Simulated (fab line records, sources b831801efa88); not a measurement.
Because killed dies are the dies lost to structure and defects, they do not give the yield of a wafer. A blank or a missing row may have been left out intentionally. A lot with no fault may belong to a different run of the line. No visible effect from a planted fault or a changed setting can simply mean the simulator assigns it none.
Problem report, 8D (eight disciplines) form, completed by code ; flow gf180mcu ; the parts of the form that need people (team, actions taken, sign-off) are left out

1. THE PROBLEM
Mean V4_CVD_00_THK at GF_V4_THK_MEAS_01: 903 nm over 9 wafers in 3 lots; fault-free wafers: 599 nm, standard deviation 6. That is +51 standard deviations from the usual mean.
Seen first at day 26 22:31 on film_metro-04, wafer L962.1. The record holds 36 wafers of 12 lots with a number at this step. By rule, "out" or "out of limits" means more than 4 standard deviations away from the usual mean. Any other wafer with a number is counted as sound.

2. WHAT THIS IS AND IS NOT
question;is;is not
which readings at this step;V4_CVD_00_THK;-
which lots;L962, L963, L964;L953, L956, L957, L958, L959, L960, L961, L970, L974
which wafers of those lots;all that have a number;-
read on which gauges;film_metro-03, film_metro-04;film_metro-01
when;from day 26 22:31;"up to then (21 sound wafers); but 6 sound wafers of L970, L974 came after"

3. WHAT RULES OUT EACH SUSPECT
Counting: any tool at a process step up to the reading is kept as a suspect provided that every lot that is out went through it and no sound lot did after the first of them.
- ruled out: the gauge at GF_V4_THK_MEAS_01. 2 gauges (film_metro-03, film_metro-04) read the wafers that are out.
- hdpcvd-01 at GF_V4_CVD_00 (deposits SiO2, target thk 600 nm, time 100 s): ruled out as a lasting fault. Following L962 (day 26 22:26), the first lot on it that is out, the sound lots L974 were run on it.
Left after counting: nothing in the record.

4. THE CAUSE (what the simulator had put in)
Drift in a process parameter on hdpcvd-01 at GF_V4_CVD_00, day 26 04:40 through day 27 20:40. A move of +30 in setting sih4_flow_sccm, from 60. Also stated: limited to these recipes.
It was ruled out by counting, in error; the rule expects a fault to strike all lots run on its tool from its start on, and this fault did not.

5. THE EFFECT CHAIN, in route order
Each row: a reading whose mean over the struck wafers that have a number lies more than 3 standard deviations from the usual. Only readings for which the record gives a usual standard deviation are gone through. hours: the time from each lot's start at the first step in this table that gives one to its start at this step, as a median over the lots. sigmas: the change in usual standard deviations.
hours;step;reading;usual;on struck wafers;change;sigmas
0;GF_V4_CVD_00;sih4_flow_sccm;59.98 sccm;89.95;+29.97;+99 or more
0;GF_V4_THK_MEAS_01;V4_CVD_00_THK;599 nm;903;+304;+51
Here are the process steps it includes:
- GF_V4_CVD_00: deposits SiO2, target thk 600 nm, time 100 s.

6. WHAT WOULD HAVE CAUGHT IT SOONER
Counted from the fault's start at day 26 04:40, it took 18 hours until the first out-of-limits reading at a measuring or inspecting step in this record, taken at day 26 22:31.
Tool's own readings at GF_V4_CVD_00, sih4_flow_sccm: out on all struck wafers the step has rows for; an alarm limit on them would have tripped on the first.
